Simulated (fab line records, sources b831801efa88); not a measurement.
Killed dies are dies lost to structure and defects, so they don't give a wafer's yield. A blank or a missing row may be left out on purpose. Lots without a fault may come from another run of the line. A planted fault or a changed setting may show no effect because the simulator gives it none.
fab line records | flow sky130
record lots=14 wafers=42 last_day=50
route steps=708 shown LDD_LDN@295 SD_N@350 LOCAL_INTERCONNECT@400 CONTACT@421
lots that met no fault: from a run of the same line without faults
start_h: hours from the record's first day to the start of the lot's first wafer shown | wait_h: hours since the lot's step before | " the same as in the row above | L1.1+2: a row that stands for several wafers | - no value, or no start given | * or withheld: withheld | < > ~ a bound
route shown NAME@n: a module of which the file shows steps, and the number in the route of the first | usual: mean/standard deviation of fault-free wafers | same: alike in all rows | chamber/n: place in a boat | sites: the reading at each site | _std_site: their standard deviation | _edge_site: outer sites' mean less inner sites' | radius_mm: how far each site lies from the wafer's centre | mask NAME#n: copy n | behind: the tool/chamber that last shaped the wafer | hold: why the lot was held/for how many hours/how that ended | device: the transistor (n, p or np) that didn't switch | end of line: the same wafers' tests at the end of the route | a step without rows: its recipe alone | killed: dies lost to structure and defects at the first sort, not the wafer's yield | map: a wafer's dies, x killed, . not, _ none there
set.NAME: the setting as run; set.NAME@STEP: as run at that earlier step | model.NAME: the simulator's own value behind a step, which no gauge read
steps of the route over a sample of lots; a table a step, a row a wafer
services: from which hour (start_h, from the record's first day; less than 0 if before it) a tool's chamber was out of use, for how many hours, and why
## steps
# step SKY_LDD_LDN_DEVELOP_06
# recipe resist=NOVOLAK developer=TMAH develop_time_s=60 dev_temp_c=23
# usual chill_plate_temp_C=22.98/0.1 develop_time_s=60/0
# columns lot.wafer tool chamber start_h wait_h chill_plate_temp_C develop_time_s
L652.2 litho_track-04 0 524.64 0.1 22.86 60
L652.3 " 0 " " 22.89 60
L652.5 " 0 " " 22.94 60
L653.2 litho_track-03 0 539.46 0.1 22.84 60
L653.4 " 0 " " 22.95 60
L653.6 " 0 " " 22.78 60
L654.1 litho_track-01 0 548.48 0.1 22.96 60
L654.2 " 0 " " 22.99 60
L654.3 " 0 " " 23.08 60
L656.2 litho_track-01 0 553.80 0.1 22.70 60
L656.4 " 0 " " 23.03 60
L656.5 " 0 " " 22.77 60
L655.2 litho_track-01 0 559.75 0.1 22.89 60
L655.4 " 0 " " 22.91 60
L655.6 " 0 " " 22.79 60
L658.1 litho_track-01 0 585.63 0.1 22.97 60
L658.3 " 0 " " 23.04 60
L658.4 " 0 " " 22.85 60
L662.1 litho_track-03 - 616.73 0.1 - -
L662.4 " - " " - -
L662.5 " - " " - -
L663.2 litho_track-01 - 626.05 0.1 - -
L663.5 " - " " - -
L663.6 " - " " - -
L668.1 litho_track-01 0 668.43 0.1 23.13 60
L668.2 " 0 " " 23.21 60
L668.3 " 0 " " 23.14 60
L669.1 litho_track-03 0 669.78 0.1 22.98 60
L669.3 " 0 " " 23.10 60
L669.4 " 0 " " 22.93 60
L670.2 litho_track-04 0 676.79 0.1 23.04 60
L670.3 " 0 " " 23.05 60
L670.4 " 0 " " 23.05 60
L671.2 litho_track-04 0 687.44 0.1 22.97 60
L671.3 " 0 " " 23.00 60
L671.5 " 0 " " 22.99 60
L672.1 litho_track-01 0 703.73 0.1 23.11 60
L672.2 " 0 " " 23.14 60
L672.4 " 0 " " 23.00 60
L674.1 litho_track-03 0 716.78 0.1 22.96 60
L674.4 " 0 " " 22.95 60
L674.6 " 0 " " 22.88 60
# step SKY_SD_N_OVL_MEAS_08
# usual SD_N_OVL=0.8/1.3
# columns lot.wafer tool chamber start_h wait_h SD_N_OVL[nm]
L652.2 overlay-02 - 645.65 0.1 0.6
L652.3 " - " " -0.3
L652.5 " - " " -1.2
L653.2 overlay-02 - 658.61 0.1 0.3
L653.4 " - " " 0.3
L653.6 " - " " 0.8
L654.1 overlay-01 - 667.25 0.1 1.3
L654.2 " - " " 0.6
L654.3 " - " " 1.4
L656.2 overlay-02 - 671.70 0.1 -0.1
L656.4 " - " " 0.8
L656.5 " - " " 0.8
L655.2 overlay-02 - 677.64 0.1 1.9
L655.4 " - " " 1.4
L655.6 " - " " 0.1
L658.1 overlay-02 - 702.50 0.1 1.4
L658.3 " - " " 1.8
L658.4 " - " " 1.2
L662.1 overlay-01 - 732.85 0.1 3.7
L662.4 " - " " 2.9
L662.5 " - " " 4.7
L663.2 overlay-02 - 741.29 0.1 -0.2
L663.5 " - " " -1.2
L663.6 " - " " 0.8
L668.1 overlay-02 - 782.29 0.1 1.5
L668.2 " - " " 1.3
L668.3 " - " " 3.1
L669.1 overlay-01 - 782.59 0.1 1.8
L669.3 " - " " 1.5
L669.4 " - " " 1.1
L670.2 overlay-01 - 789.76 0.1 2.4
L670.3 " - " " 2.1
L670.4 " - " " 2.6
L671.2 overlay-01 - 802.66 0.1 0.2
L671.3 " - " " 2.1
L671.5 " - " " 1.2
L672.1 overlay-02 - 815.14 0.1 -0.8
L672.2 " - " " -0.7
L672.4 " - " " -0.5
L674.1 overlay-01 - 826.30 0.1 0.5
L674.4 " - " " 0.2
L674.6 " - " " 1.5
# step SKY_LOCAL_INTERCONNECT_ETCH_13
# recipe chemistry=N2/H2 target=BARC ion_energy_ev=200 bias_w=100 pressure_mtorr=30 n2_flow_sccm=100 h2_flow_sccm=200 icp_w=500 stop_on=SiO2 time_s=45.9 target_depth_a=600
# usual bias_w=99.96/0.28 chamber_pressure_mTorr=29.996/0.025 drypump_motor_current_A=6.0/0.47 oes_product_au=0.855/0.0047 throttle_valve_pct=13.223/0.0094
# same time_s=45.9
# columns lot.wafer tool chamber start_h wait_h bias_w chamber_pressure_mTorr drypump_motor_current_A oes_product_au rf_hours_counter_h throttle_valve_pct
L652.2 rie_metal-03 0 704.92 0.0 99.81 29.968 5.4 0.850 - 13.212
L652.3 " 0 " " 99.46 29.980 5.4 0.848 - 13.211
L652.5 " 0 " " 99.80 29.967 5.4 0.858 - 13.221
L653.2 rie_metal-01 0 718.17 0.0 99.61 29.971 6.0 0.855 4 13.230
L653.4 " 1 " " 100.11 29.984 5.9 0.857 - 13.217
L653.6 " 0 " " 99.85 30.041 6.1 0.852 - 13.222
L654.1 rie_metal-04 0 725.74 0.0 99.88 29.995 5.4 0.862 1 13.236
L654.2 " 1 " " 99.73 29.986 6.0 0.848 3 13.215
L654.3 " 0 " " 99.69 30.015 5.4 0.855 - 13.227
L656.2 rie_metal-03 0 729.70 0.0 99.57 30.014 5.4 0.854 11 13.216
L656.4 " 1 " " 100.22 30.044 6.7 0.853 - 13.232
L656.5 " 1 " " 100.38 29.986 6.7 0.854 - 13.238
L655.2 rie_metal-04 1 735.84 0.0 100.58 30.023 6.0 0.857 - 13.223
L655.4 " 1 " " 100.24 29.996 6.0 0.854 - 13.234
L655.6 " 1 " " 100.44 29.996 6.0 0.850 - 13.227
L658.1 rie_metal-03 0 760.97 0.0 100.08 29.940 5.4 0.862 12 13.239
L658.3 " 0 " " 100.11 30.007 5.4 0.855 - 13.224
L658.4 " 1 " " 99.95 30.007 6.7 0.854 - 13.215
L662.1 rie_metal-04 0 790.14 0.0 100.07 29.968 5.4 0.857 3 13.215
L662.4 " 0 " " 100.07 29.962 5.4 0.860 - 13.251
L662.5 " 0 " " 100.06 29.975 5.4 0.855 - 13.200
L663.2 rie_metal-03 0 797.12 0.0 100.26 30.000 5.4 0.860 13 13.220
L663.5 " 0 " " 100.14 30.013 5.4 0.865 - 13.212
L663.6 " 1 " " 100.14 29.995 6.7 0.854 - 13.219
L668.1 rie_metal-01 0 838.47 0.0 99.95 30.038 6.1 0.855 8 13.229
L668.2 " 1 " " 100.03 29.978 5.9 0.864 16 13.232
L668.3 " 0 " " 100.08 29.977 6.1 0.854 - 13.221
L669.1 rie_metal-03 0 838.60 0.0 99.66 29.990 5.4 0.857 15 13.220
L669.3 " 0 " " 99.79 29.976 5.4 0.854 - 13.214
L669.4 " 0 " " 100.22 30.033 5.4 0.857 - 13.224
L670.2 rie_metal-03 0 846.72 0.0 100.07 30.015 5.4 0.852 - 13.227
L670.3 " 0 " " 100.15 29.996 5.4 0.851 - 13.221
L670.4 " 0 " " 99.81 29.985 5.4 0.848 - 13.233
L671.2 rie_metal-03 1 858.55 0.0 99.66 29.983 6.7 0.848 4 13.216
L671.3 " 1 " " 99.70 30.006 6.6 0.858 - 13.230
L671.5 " 0 " " 100.24 29.997 5.4 0.859 - 13.234
L672.1 rie_metal-03 1 871.56 0.0 99.63 30.004 6.6 0.850 4 13.224
L672.2 " 1 " " 99.57 30.054 6.7 0.850 - 13.215
L672.4 " 1 " " 99.72 29.986 6.7 0.861 - 13.222
L674.1 rie_metal-03 1 880.59 0.0 99.52 29.968 6.7 0.859 5 13.234
L674.4 " 1 " " 99.80 30.026 6.7 0.857 - 13.215
L674.6 " 1 " " 99.53 30.005 6.7 0.848 - 13.240
# step SKY_CONTACT_OVL_MEAS_15
# usual CONTACT_OVL=1/5
# columns lot.wafer tool chamber start_h wait_h CONTACT_OVL[nm]
L652.2 overlay-01 - 733.92 0.1 9
L652.3 " - " " 6
L652.5 " - " " 10
L653.2 overlay-02 - 747.62 0.1 7
L653.4 " - " " 4
L653.6 " - " " 8
L654.1 overlay-02 - 754.55 0.1 -14
L654.2 " - " " -10
L654.3 " - " " -1
L656.2 overlay-02 - 758.81 0.1 -4
L656.4 " - " " -7
L656.5 " - " " 0
L655.2 overlay-01 - 764.26 0.1 -2
L655.4 " - " " 1
L655.6 " - " " 2
L658.1 overlay-01 - 788.81 0.1 -3
L658.3 " - " " -3
L658.4 " - " " -4
L662.1 overlay-02 - 818.50 0.1 -8
L662.4 " - " " 0
L662.5 " - " " -11
L663.2 overlay-01 - 825.10 0.1 0
L663.5 " - " " 3
L663.6 " - " " 0
L668.1 overlay-01 - 865.35 0.1 7
L668.2 " - " " 2
L668.3 " - " " 5
L669.1 overlay-02 - 865.90 0.1 -5
L669.3 " - " " -6
L669.4 " - " " -4
L670.2 overlay-01 - 873.62 0.1 -2
L670.3 " - " " 2
L670.4 " - " " 2
L671.2 overlay-02 - 884.40 0.1 0
L671.3 " - " " -4
L671.5 " - " " -1
L672.1 overlay-01 - 897.95 0.1 12
L672.2 " - " " 7
L672.4 " - " " 4
L674.1 overlay-02 - 907.10 0.1 7
L674.4 " - " " -2
L674.6 " - " " 8
## services
# columns tool chamber start_h hours kind
rie_metal-01 0 564.61 - clean
rie_metal-04 1 624.42 - clean
rie_metal-04 1 624.42 14.4 scheduled_down
rie_metal-04 1 624.42 14.4 vent_cycle
rie_metal-03 0 638.29 1.7 repair
rie_metal-03 - 646.46 1.6 repair
rie_metal-04 0 671.40 - clean
rie_metal-04 0 671.40 23.7 scheduled_down
rie_metal-04 0 671.40 23.7 vent_cycle
rie_metal-01 - 672.65 1.2 repair
rie_metal-03 1 683.33 - clean
rie_metal-03 1 683.33 24.9 scheduled_down
rie_metal-03 1 683.33 24.9 vent_cycle
rie_metal-01 0 719.31 1.0 repair
rie_metal-01 - 721.02 14.6 pm
rie_metal-04 0 734.79 1.6 repair
rie_metal-04 1 758.83 1.3 repair
rie_metal-03 - 782.75 1.2 repair
rie_metal-01 1 787.42 3.1 repair
rie_metal-03 1 816.45 12.4 repair
rie_metal-03 1 836.14 14.0 repair
rie_metal-03 0 869.69 - clean
rie_metal-03 0 869.69 11.0 scheduled_down
rie_metal-03 0 869.69 11.0 vent_cycle
## key
first_sign step=SKY_LDD_LDN_DEVELOP_06 reading=tool_record direction=missing
effect none on later readings
met_at SKY_LDD_LDN_DEVELOP_06
struck_lots L662,L663
sort_left_out L662.1,L662.4,L662.5,L663.2,L663.5,L663.6
tester_left_out L662,L663
not_acting_at SKY_SD_N_OVL_MEAS_08,SKY_LOCAL_INTERCONNECT_ETCH_13,SKY_CONTACT_OVL_MEAS_15
onset_between 585.63 616.73
fault kind=skipped_step_whole tool=litho_track-01,litho_track-03 chamber=- onset_h=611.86 steps=SKY_LDD_LDN_DEVELOP_06 scope=struck_lots_only
# tester_left_out: of these lots the tester's yield and bins aren't shown, on N5 and GAA mostly nor the transistor test; their killed dies are dies lost to structure and defects alone, not to doping, threshold or leakage, so they don't give the yield
# sort_left_out: the simulated sort isn't trusted on such a fault, so these wafers' sort isn't shown, and their yield isn't known
